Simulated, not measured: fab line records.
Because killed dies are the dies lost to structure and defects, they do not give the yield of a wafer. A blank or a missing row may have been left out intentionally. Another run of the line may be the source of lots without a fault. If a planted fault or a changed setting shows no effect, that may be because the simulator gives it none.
Chamber matching + flow sky130 + 4 sister chambers for SKY_LI_CONTACT_CMP_02 on cmp-01
The step polishes PSG. 4 wafers are shown with their chamber, then 7 later ones without.

## EACH WAFER AND ITS CHAMBER
| wafer  | chamber | motorCurrentA (A) |
|--------|---------|-------------------|
| L298.3 | 2       | 10.0              |
| L297.1 | 3       | 11.6              |
| L309.1 | 0       | 11.3              |
| L309.2 | 1       | 15.1              |

## WAFERS WITH NO CHAMBER GIVEN
| wafer  | motorCurrentA (A) |
|--------|-------------------|
| L309.5 | 11.6              |
| L308.1 | 11.2              |
| L308.4 | 10.8              |
| L308.6 | 11.9              |
| L314.2 | 15.4              |
| L314.3 | 10.5              |
| L314.5 | 11.8              |

## THE CHAMBER EACH PASSED THROUGH
| wafer  | from the rows above          | in truth |
|--------|------------------------------|----------|
| L309.5 | can't be placed: 3 or 0      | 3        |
| L308.1 | can't be placed: 0 or 3      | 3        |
| L308.4 | can't be placed: 0 or 3 or 2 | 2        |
| L308.6 | can't be placed: 3 or 0      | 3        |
| L314.2 | 1                            | 1        |
| L314.3 | can't be placed: 2 or 0 or 3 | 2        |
| L314.5 | can't be placed: 3 or 0      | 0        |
Correct placement for 1 of the 7. Cannot be placed on the basis of these rows: 6; the candidates contain the true chamber in 6. Number placed wrongly: 0.
How it was worked out, from the rows above alone: a wafer's distance from a chamber is the root of the sum, over the readings, of the square of ((its reading less the chamber's mean) divided by the reading's scatter). If the next closest chamber is less than 2 further off than the closest, the wafer can't be placed; otherwise it belongs to the closest. Each chamber's mean is taken over the wafers shown for it. The scatter: with one shown wafer a chamber, the root of the mean of the squares of how far each hidden wafer lies from its nearest shown one.
